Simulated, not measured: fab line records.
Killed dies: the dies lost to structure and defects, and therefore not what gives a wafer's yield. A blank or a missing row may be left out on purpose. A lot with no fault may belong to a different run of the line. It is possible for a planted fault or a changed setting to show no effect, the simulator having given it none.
Problem report, 8D (eight disciplines) form, completed by code    flow sky130    the parts of the form that need people (team, actions taken, sign-off) are left out

== 1. WHAT IS WRONG ==
Mean SPACER_CVD_00_THK at SKY_SPACER_THK_MEAS_01: 33.5 nm over 9 wafers in 3 lots; fault-free wafers: 43.0 nm, standard deviation 0.41. Relative to the usual mean, that is a shift of -23 standard deviations.
Earliest sighting: wafer L662.4 on film metro-04 at day 28 04:48. The record holds 33 wafers of 11 lots with a number at this step. By rule, "out" or "out of limits" means more than 4 standard deviations away from the usual mean. The other wafers with a number count as sound.

== 2. WHAT IT IS; WHAT IT IS NOT ==
question                     is                            is not
which readings at this step  SPACER_CVD_00_THK             -
which lots                   L662, L663, L664              L648, L649, L651, L652, L653, L655, L660, L661
which wafers of those lots   all that have a number        -
read on which gauges         film metro-01, film metro-04  film metro-03
when                         from day 28 04:48             up to then (24 sound wafers)

== 3. SUSPECTS, AND WHAT RULES EACH OUT ==
Counting: a tool stays on the suspect list if, at a process step up to the reading, it processed all lots that are out and no sound lot following the first of them.
- the gauge at SKY_SPACER_THK_MEAS_01 is ruled out. 2 gauges (film metro-01, film metro-04) read the wafers that are out.
- lpcvd-02 at SKY_SPACER_CVD_00 (deposits Si3N4 from DCS/NH3, target thk 43.1 nm, time 740 s): kept. It ran every lot that is out, first L662 (day 28 03:34), and no sound lot after that; its last sound lot up to then is L661 (day 27 21:59).
After counting, what remains is lpcvd-02 at SKY_SPACER_CVD_00.

== 4. THE CAUSE (what the simulator had put in) ==
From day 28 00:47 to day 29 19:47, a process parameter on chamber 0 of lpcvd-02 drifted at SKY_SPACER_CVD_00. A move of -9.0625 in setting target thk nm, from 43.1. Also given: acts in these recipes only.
This tool alone remained once counting was done.

== 5. THE EFFECT CHAIN, in route order ==
Rows list readings where the struck wafers' mean (over those with a number) sits beyond 3 standard deviations from the usual. Readings are gone through only where the record gives a usual standard deviation; hours: the median, over the lots, of the time from a lot's start at the first step in this table giving one to that lot's start at this step; sigmas: the change measured in usual standard deviations.
hours  step                    reading            usual       on struck wafers  change  sigmas
0      SKY_SPACER_THK_MEAS_01  SPACER_CVD_00_THK  43.0 nm     33.5              -9.5    -23
0      SKY_SPACER_ETCHBACK_02  oes product au     0.854 a.u.  0.748             -0.106  -16
Here are the process steps it includes:
- SKY_SPACER_ETCHBACK_02: etches Si3N4 in CH3F/O2, stops on SiO2, time 46.7 s, target depth 45 nm.
Later steps that measure or inspect, where all struck wafers having a row at the step show a number for every such reading and not one has moved that far: SKY_SD_P_OVL_MEAS_08.

== 6. HOW IT WOULD HAVE BEEN CAUGHT EARLIER ==
The first out-of-limits reading at a measuring or inspecting step in this record came at day 28 04:48, 4 hours after the fault's start at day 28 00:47.
Of the tool readings at SKY_SPACER_CVD_00 for which the record gives a usual standard deviation, none was out on any struck wafer, so an alarm limit of 4 standard deviations on them would not have fired.
Lots out: 3; of these, L663, L664 started SKY_SPACER_CVD_00 on lpcvd-02 after day 28 04:48. A hold on the tool at that time would have spared those 2.
